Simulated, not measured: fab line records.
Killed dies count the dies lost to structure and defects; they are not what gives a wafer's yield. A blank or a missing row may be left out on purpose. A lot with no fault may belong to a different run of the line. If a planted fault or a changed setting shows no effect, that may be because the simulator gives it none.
Chamber matching | flow sfqLine | rieDiel-01 running SFQ_TRILAYER_I3_VIA_ETCH_VIA_ETCH_088: 4 sister chambers
The step etches SiO2 in CHF3, stops on Nb, target depth 260 nm. 14 wafers are shown with their chamber, then 7 later ones without.

== WAFERS PAIRED WITH THEIR CHAMBERS ==
wafer  | chamber | drypumpMotorCurrentA (A) | oesProductAu (a.u.)
L628.1 | 3       | 5.6                      | 0.853
L628.2 | 1       | 5.6                      | 0.866
L628.3 | 2       | 5.4                      | 0.867
L629.2 | 2       | 5.4                      | 0.862
L629.4 | 1       | 5.6                      | 0.855
L629.6 | 0       | 5.1                      | 0.857
L638.2 | 3       | 5.7                      | 0.853
L638.3 | 2       | 5.4                      | 0.858
L638.6 | 2       | 5.4                      | 0.851
L646.1 | 1       | 5.6                      | 0.866
L646.2 | 2       | 5.4                      | 0.853
L646.3 | 0       | 5.1                      | 0.862
L649.1 | 1       | 5.6                      | 0.856
L649.2 | 0       | 5.1                      | 0.865

SIGNATURES (means of the wafers above)
reading              | chamber 0 | chamber 1 | chamber 2 | chamber 3 | scatter within a chamber
drypumpMotorCurrentA | 5.100     | 5.600     | 5.400     | 5.650     | 0.0224
oesProductAu         | 0.86133   | 0.86075   | 0.85820   | 0.85300   | 0.00561
Rule: a wafer lies at a distance from a chamber equal to the root of the sum of squares, over the readings, of (its reading less the chamber's mean, divided by the reading's scatter). The wafer belongs to the nearest chamber; if the next one is less than 2 further off, it can't be placed. The scatter: the root of (the sum of the squares of (reading less its chamber's mean) over the shown wafers, divided by (wafers less chambers)).

== WAFERS MISSING THEIR CHAMBER ==
wafer  | drypumpMotorCurrentA (A) | oesProductAu (a.u.)
L649.3 | 5.4                      | 0.857
L650.2 | 5.6                      | 0.854
L650.4 | 5.6                      | 0.861
L650.5 | 5.5                      | 0.845
L651.2 | 5.1                      | 0.851
L651.3 | 5.4                      | 0.859
L651.6 | 5.1                      | 0.848

== WHICH CHAMBER EACH ONE RAN IN ==
wafer  | from the rows above          | in truth
L649.3 | 2                            | 2
L650.2 | can't be placed: 1 or 3      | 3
L650.4 | 1                            | 1
L650.5 | can't be placed: 2 or 1 or 3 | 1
L651.2 | 0                            | 0
L651.3 | 2                            | 2
L651.6 | 0                            | 0
Placed correctly: 5 of 7. Can't be placed from these rows: 2 (the true chamber is among the candidates in 2). Placed wrongly: 0.
